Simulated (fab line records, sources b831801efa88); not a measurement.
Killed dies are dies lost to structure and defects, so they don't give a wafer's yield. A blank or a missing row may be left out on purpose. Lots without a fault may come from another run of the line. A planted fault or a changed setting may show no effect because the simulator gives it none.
fab line records | flow sky130
record lots=7 wafers=21 last_day=49
route steps=708 shown VIA4@645 PAD_OPEN@708
lots that met no fault: from a run of the same line without faults
start_h: hours from the record's first day to the start of the lot's first wafer shown | wait_h: hours since the lot's step before | " the same as in the row above | L1.1+2: a row that stands for several wafers | - no value, or no start given | * or withheld: withheld | < > ~ a bound
route shown NAME@n: a module of which the file shows steps, and the number in the route of the first | usual: mean/standard deviation of fault-free wafers | same: alike in all rows | chamber/n: place in a boat | sites: the reading at each site | _std_site: their standard deviation | _edge_site: outer sites' mean less inner sites' | radius_mm: how far each site lies from the wafer's centre | mask NAME#n: copy n | behind: the tool/chamber that last shaped the wafer | hold: why the lot was held/for how many hours/how that ended | device: the transistor (n, p or np) that didn't switch | end of line: the same wafers' tests at the end of the route | a step without rows: its recipe alone | killed: dies lost to structure and defects at the first sort, not the wafer's yield | map: a wafer's dies, x killed, . not, _ none there
set.NAME: the setting as run; set.NAME@STEP: as run at that earlier step | model.NAME: the simulator's own value behind a step, which no gauge read
lots at some steps of the route; a table a step, a row a wafer
services: from which hour (start_h, from the record's first day; less than 0 if before it) a tool's chamber was out of use, for how many hours, and why
## steps
# step SKY_VIA4_COAT_06
# recipe resist=NOVOLAK spin_rpm=3000 resist_thk_nm=1140
# step SKY_VIA4_SOFTBAKE_07
# recipe temp_c=90 time_s=60 resist=NOVOLAK
# step SKY_VIA4_EXPOSE_08
# recipe mask_id=VIM4 na=0.6 source_shape=conventional sigma_outer=0.6 polarization=unpolarized target_cd_nm=800 dose_mj=132
# step SKY_VIA4_PEB_09
# recipe temp_c=withheld time_s=* resist=NOVOLAK
# step SKY_VIA4_DEVELOP_10
# recipe resist=NOVOLAK developer=TMAH develop_time_s=60 dev_temp_c=23
# step SKY_VIA4_OVL_MEAS_11
# usual VIA4_OVL=2.0/1.4
# columns lot.wafer tool chamber start_h wait_h VIA4_OVL[nm]
L837.2 overlay-02 - 1005.99 0.1 3.5
L837.4 " - " " 0.8
L837.6 " - " " 2.3
L838.3 overlay-01 - 1017.15 0.1 5.3
L838.5 " - " " 3.8
L838.6 " - " " 3.1
L840.1 overlay-02 - 1027.04 0.1 1.9
L840.2 " - " " 1.3
L840.3 " - " " -0.2
L841.3 overlay-02 - 1039.94 0.1 0.5
L841.4 " - " " 0.9
L841.5 " - " " 2.9
L842.1 overlay-02 - 1052.98 0.1 1.2
L842.2 " - " " 2.0
L842.6 " - " " 0.8
L844.2 overlay-02 - 1055.89 0.1 2.4
L844.3 " - " " 0.4
L844.6 " - " " 1.1
L856.4 overlay-01 - 1126.25 0.1 1.6
L856.5 " - " " 1.5
L856.6 " - " " 2.4
# step SKY_VIA4_ETCH_12
# recipe target=SiO2 chemistry=C4F8/O2/Ar stop_on=TiN mask_material=NOVOLAK source_w=1500 bias_w=1200 pressure_mtorr=40 c4f8_flow_sccm=withheld O2_flow_sccm=6 Ar_flow_sccm=300 time_s=withheld target_depth_a=5800
# usual oes_product_au=0.925/0.0046
# columns lot.wafer tool chamber start_h wait_h oes_product_au
L837.2 rie_diel-03 1 1006.02 0.0 0.922
L837.4 " 3 " " 0.923
L837.6 " 2 " " 0.932
L838.3 rie_diel-02 0 1017.17 0.0 0.925
L838.5 " 3 " " 0.929
L838.6 " 0 " " 0.929
L840.1 rie_diel-02 0 1027.07 0.0 0.920
L840.2 " 3 " " 0.931
L840.3 " 2 " " 0.924
L841.3 rie_diel-03 2 1039.97 0.0 0.931
L841.4 " 1 " " 0.938
L841.5 " 2 " " 0.923
L842.1 rie_diel-02 3 1053.02 0.0 0.933
L842.2 " 0 " " 0.927
L842.6 " 3 " " 0.925
L844.2 rie_diel-02 2 1055.92 0.0 0.923
L844.3 " 3 " " 0.928
L844.6 " 2 " " 0.923
L856.4 rie_diel-02 3 1126.27 0.0 0.922
L856.5 " 2 " " 0.921
L856.6 " 1 " " 0.928
# step SKY_VIA4_STRIP_13
# recipe chemistry=O2/N2 power_w=1400 pressure_mtorr=1500 platen_temp_c=withheld o2_flow_sccm=3000 n2_flow_sccm=300 overash_fraction=0.5
# usual drypump_motor_current_A=5.8/0.37 oes_product_au=0.710/0.0048 strip_time_to_endpoint_s=12.809/0.029
# same overash_fraction=0.5
# columns lot.wafer tool chamber start_h wait_h drypump_motor_current_A oes_product_au rf_hours_counter_h strip_time_to_endpoint_s
L837.2 plasma_asher-03 0 1006.09 - 5.8 0.709 26 12.792
L837.4 " 0 " " 5.8 0.711 - 12.834
L837.6 " 1 " " 5.4 0.708 - 12.803
L838.3 plasma_asher-02 0 1017.28 - 6.3 0.716 - 12.796
L838.5 " 1 " " 5.8 0.712 - 12.884
L838.6 " 0 " " 6.3 0.709 - 12.809
L840.1 plasma_asher-03 0 1027.15 - 5.8 0.714 28 12.824
L840.2 " 1 " " 5.3 0.712 28 12.805
L840.3 " 0 " " 5.8 0.711 - 12.817
L841.3 plasma_asher-01 1 1040.07 - 5.4 0.707 - 12.835
L841.4 " 0 " " 5.2 0.711 - 12.788
L841.5 " 0 " " 5.2 0.715 - 12.757
L842.1 plasma_asher-02 1 1053.09 - 5.9 0.717 91 12.863
L842.2 " 0 " " 6.3 0.706 91 12.824
L842.6 " 1 " " 5.9 0.708 - 12.799
L844.2 plasma_asher-02 0 1055.99 - 6.3 0.712 91 12.833
L844.3 " 0 " " 6.3 0.710 - 12.844
L844.6 " 1 " " 5.9 0.720 - 12.789
L856.4 plasma_asher-03 1 1126.38 - 5.3 0.701 - 12.830
L856.5 " 0 " " 5.8 0.713 - 12.784
L856.6 " 1 " " 5.3 0.708 - 12.835
# step SKY_VIA4_STRIP_14
# recipe chemistry=post_etch_residue_remover time_s=1200 temp_c=72.5
# step SKY_VIA4_CLEAN_15
# recipe chemistry=IPA time_s=180 temp_c=25
# step SKY_VIA4_CLEAN_16
# recipe chemistry=O3/DIW dry=n2_spin
# step SKY_VIA4_SPUTTER_17
# recipe material=TiN target_thk_nm=20 chamber_pressure_pa=5 power_w=4000 time_s=80
# usual throttle_valve_pct=29.8/1.5
# columns lot.wafer tool chamber start_h wait_h throttle_valve_pct
L837.2 pvd_sputter-01 - 1006.78 0.0 31.8
L837.4 " - " " 28.9
L837.6 " - " " 29.8
L838.3 pvd_sputter-04 - 1017.87 0.0 30.0
L838.5 " - " " 29.7
L838.6 " - " " 30.4
L840.1 pvd_sputter-03 - 1027.74 0.0 26.4
L840.2 " - " " 30.5
L840.3 " - " " 31.1
L841.3 pvd_sputter-04 - 1040.63 0.0 30.8
L841.4 " - " " 29.9
L841.5 " - " " 29.8
L842.1 pvd_sputter-03 - 1053.71 0.0 31.1
L842.2 " - " " 30.4
L842.6 " - " " 26.4
L844.2 pvd_sputter-03 - 1056.59 0.0 30.5
L844.3 " - " " 26.3
L844.6 " - " " 30.0
L856.4 pvd_sputter-01 - 1126.97 0.0 31.1
L856.5 " - " " 30.7
L856.6 " - " " 31.4
# step SKY_VIA4_CVD_18
# recipe material=W target_thk_nm=505 time_s=152.14 temp_c=400 pressure_torr=40
# usual heater_power_w=888/120
# columns lot.wafer tool chamber start_h wait_h heater_power_w
L837.2 cvd_w-02 1 1006.85 0.0 742
L837.4 " 1 " " 760
L837.6 " 1 " " 766
L838.3 cvd_w-02 0 1017.98 0.1 1033
L838.5 " 1 " " 735
L838.6 " 0 " " 1047
L840.1 cvd_w-02 1 1027.80 0.0 741
L840.2 " 0 " " 1018
L840.3 " 1 " " 757
L841.3 cvd_w-02 1 1040.74 0.1 753
L841.4 " 0 " " 1023
L841.5 " 0 " " 1044
L841.3 cvd_w-02 1 1041.06 0.3 750
L841.4 " 0 " " 1031
L841.5 " 0 " " 1049
L842.1 cvd_w-02 1 1053.77 0.0 748
L842.2 " 0 " " 1042
L842.6 " 1 " " 762
L842.1 cvd_w-02 1 1054.09 0.3 770
L842.2 " 0 " " 1042
L842.6 " 1 " " 743
L844.2 cvd_w-02 1 1056.65 0.0 754
L844.3 " 0 " " 1049
L844.6 " 0 " " 1061
L844.2 cvd_w-02 1 1056.97 0.3 760
L844.3 " 0 " " 1034
L844.6 " 0 " " 1022
L856.4 cvd_w-02 0 1127.08 0.1 1040
L856.5 " 0 " " 1045
L856.6 " 1 " " 764
# step SKY_VIA4_RS_MEAS_19
# recipe thk_meas_gauge=four-point-probe reads=W_of_VIA4_CVD_18+TiN_of_VIA4_SPUTTER_17
# usual VIA4_W_RS=0.2260/0.0021
# columns lot.wafer tool chamber start_h wait_h VIA4_W_RS[ohm/sq]
L837.2 film_metro-01 - 1007.02 0.1 0.2236
L837.4 " - " " 0.2233
L837.6 " - " " 0.2256
L838.3 film_metro-01 - 1018.13 0.1 0.2291
L838.5 " - " " 0.2269
L838.6 " - " " 0.2298
L840.1 film_metro-02 - 1027.95 0.1 0.2251
L840.2 " - " " 0.2272
L840.3 " - " " 0.2275
L841.3 film_metro-01 - 1041.20 0.1 0.1115
L841.4 " - " " 0.1143
L841.5 " - " " 0.1131
L841.3 film_metro-01 - 1041.49 0.3 0.1116
L841.4 " - " " 0.1140
L841.5 " - " " 0.1133
L842.1 film_metro-02 - 1054.24 0.1 0.1106
L842.2 " - " " 0.1132
L842.6 " - " " 0.1104
L842.1 film_metro-02 - 1054.64 0.4 0.1105
L842.2 " - " " 0.1135
L842.6 " - " " 0.1106
L844.2 film_metro-01 - 1057.14 0.1 0.1117
L844.3 " - " " 0.1129
L844.6 " - " " 0.1133
L844.2 film_metro-01 - 1057.43 0.3 0.1118
L844.3 " - " " 0.1128
L844.6 " - " " 0.1132
L856.4 film_metro-02 - 1127.24 0.1 0.2287
L856.5 " - " " 0.2279
L856.6 " - " " 0.2272
# step SKY_PAD_OPEN_PROBE_99
# usual defect_limited_yield=82.2/1.8 killed_at_M0_to_M3=43/6.6 killed_at_M4_up=3.2/1.9 killed_at_contacts=25/5.3 killed_at_front_end=16/4.5 killed_at_other=0.3/0.63 killed_dies=87/8.9 killed_open=48/7.9 killed_short=39/5.3 sort_bin_3_pad_short=0.8/0.38 sort_bin_5_function=10.5/1.5 sort_bin_6_memory=6.4/1.2 sort_n_pass=405/8.9 sort_yield_pct=82.2/1.8
# same gross_dies=492 killed_at_back_side=0 sort_bin_4_leakage[%]=0 sort_bin_8_speed[%]=0
# columns lot.wafer tool chamber start_h wait_h defect_limited_yield[%] killed_at_M0_to_M3 killed_at_M4_up killed_at_contacts killed_at_front_end killed_at_other killed_dies killed_open killed_short sort_bin_3_pad_short[%] sort_bin_5_function[%] sort_bin_6_memory[%] sort_n_pass sort_yield_pct[%]
L837.2 prober-02 - 1077.09 0.1 82.1 43 3 27 12 3 88 49 36 1.2 10.8 5.9 404 82.1
L837.4 prober-02 - 1077.19 0.2 81.7 40 4 23 23 0 90 50 39 0.6 10.8 6.9 402 81.7
L837.6 prober-02 - 1077.29 0.2 83.1 29 3 28 22 1 83 45 36 0.4 10.4 6.1 409 83.1
L840.1 prober-01 - 1095.89 0.1 82.3 39 5 27 16 0 87 47 40 0.8 9.3 7.5 405 82.3
L840.2 prober-01 - 1095.94 0.1 83.7 33 3 28 16 0 80 41 39 1.2 7.5 7.5 412 83.7
L840.3 prober-01 - 1095.99 0.2 85.2 36 2 22 12 1 73 41 31 1.2 8.3 5.3 419 85.2
L856.4 prober-01 - 1183.85 0.2 86.0 29 8 26 6 0 69 36 33 1.2 8.1 4.7 423 86.0
L856.5 prober-01 - 1183.90 0.2 79.3 51 8 36 7 0 102 62 40 0.6 11.0 9.1 390 79.3
L856.6 prober-01 - 1183.95 0.2 82.9 38 3 25 18 0 84 49 35 1.2 8.9 6.9 408 82.9
# killed by level:class
L837.2 CONTACT:geometric_particle:open=11 LI_CONTACT:geometric_particle:open=9 VIA1:geometric_particle:open=9 METAL2:geometric_particle:short=7 METAL1:geometric_particle:short=6 VIA3:geometric_particle:open=6 LOCAL_INTERCONNECT:geometric_particle:short=5 FIELD_ISO:geometric_particle:short=3
L837.4 VIA1:geometric_particle:open=11 METAL1:geometric_particle:short=9 FIELD_ISO:geometric_particle:open=7 CONTACT:geometric_particle:open=7 LI_CONTACT:geometric_particle:open=6 FIELD_ISO:geometric_particle:short=5 POLY_GATE:geometric_particle:open=5 VIA3:geometric_particle:open=5
L837.6 POLY_GATE:geometric_particle:open=10 LI_CONTACT:geometric_particle:open=8 CONTACT:geometric_particle:open=7 LOCAL_INTERCONNECT:geometric_particle:short=6 VIA1:geometric_particle:open=6 VIA3:geometric_particle:open=5 POLY_GATE:geometric_particle:short=4 METAL2:geometric_particle:short=4
L840.1 VIA1:geometric_particle:open=13 CONTACT:geometric_particle:open=8 CONTACT:geometric_particle:short=8 METAL2:geometric_particle:short=7 LOCAL_INTERCONNECT:geometric_particle:short=6 VIA2:geometric_particle:open=6 FIELD_ISO:geometric_particle:open=4 SPACER:geometric_particle:open=3
L840.2 VIA1:geometric_particle:open=10 CONTACT:geometric_particle:open=9 LI_CONTACT:geometric_particle:open=7 LOCAL_INTERCONNECT:geometric_particle:short=7 FIELD_ISO:geometric_particle:open=5 METAL1:geometric_particle:short=5 VIA2:geometric_particle:short=5 METAL2:geometric_particle:short=4
L840.3 VIA1:geometric_particle:open=10 CONTACT:geometric_particle:open=8 CONTACT:geometric_particle:short=5 LI_CONTACT:geometric_particle:open=5 VIA2:geometric_particle:short=5 POLY_GATE:geometric_particle:open=4 VIA1:geometric_particle:short=4 METAL2:geometric_particle:short=4
L856.4 VIA1:geometric_particle:open=9 CONTACT:geometric_particle:open=7 LI_CONTACT:geometric_particle:open=6 LOCAL_INTERCONNECT:geometric_particle:short=5 METAL2:geometric_particle:short=5 METAL4:geometric_particle:short=5 CONTACT:geometric_particle:short=4 METAL1:geometric_particle:short=3
L856.5 LI_CONTACT:geometric_particle:open=19 VIA1:geometric_particle:open=11 VIA2:geometric_particle:open=10 METAL2:geometric_particle:short=8 CONTACT:geometric_particle:open=7 METAL1:geometric_particle:short=6 METAL4:geometric_particle:short=5 CONTACT:geometric_particle:short=4
L856.6 CONTACT:geometric_particle:open=14 VIA1:geometric_particle:open=10 METAL1:geometric_particle:short=7 VIA2:geometric_particle:open=6 FIELD_ISO:geometric_particle:short=5 METAL2:geometric_particle:short=5 LI_CONTACT:geometric_particle:open=4 FIELD_ISO:geometric_particle:open=3
## services
# columns tool chamber start_h hours kind
pvd_sputter-01 - 997.86 2.1 repair
rie_diel-02 0 1003.12 4.2 repair
rie_diel-02 1 1026.52 6.1 repair
plasma_asher-03 - 1028.78 4.5 repair
pvd_sputter-04 - 1029.51 2.6 repair
plasma_asher-03 - 1038.83 15.1 pm
rie_diel-03 - 1040.27 28.1 pm
pvd_sputter-04 3 1052.23 - consumable_replace:kit
pvd_sputter-04 3 1052.23 18.0 scheduled_down
pvd_sputter-04 3 1052.23 18.0 vent_cycle
plasma_asher-03 - 1067.37 1.9 repair
rie_diel-03 - 1071.06 0.5 repair
pvd_sputter-01 - 1079.96 1.0 repair
cvd_w-02 1 1086.47 2.8 repair
rie_diel-03 - 1093.69 0.2 repair
rie_diel-03 - 1094.72 0.2 repair
cvd_w-02 - 1099.69 0.8 repair
plasma_asher-02 - 1107.97 2.1 repair
cvd_w-02 - 1113.57 1.3 repair
plasma_asher-02 - 1113.89 4.0 repair
cvd_w-02 - 1114.86 2.8 pm
rie_diel-03 3 1116.98 10.2 repair
cvd_w-02 0 1117.91 8.3 repair
pvd_sputter-03 - 1123.36 2.6 repair
## key
first_sign step=SKY_VIA4_CVD_18 reading=visit direction=added
effect step=SKY_VIA4_RS_MEAS_19 reading=visit direction=added
effect step=SKY_VIA4_RS_MEAS_19 reading=VIA4_W_RS direction=down sigmas=53 usual=0.2260 struck=0.1123
met_at SKY_VIA4_CVD_18
struck_wafers L841.3,L841.4,L841.5,L842.1,L842.2,L842.6,L844.2,L844.3,L844.6
scrapped_behind SKY_VIA4_RS_MEAS_19 L841.3,L841.4,L841.5,L842.1,L842.2,L842.6,L844.2,L844.3,L844.6
fault kind=repeated_step_whole tool=cvd_w-01,cvd_w-02 chamber=- onset_h=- steps=SKY_VIA4_CVD_18 times=1 scope=struck_lots_only
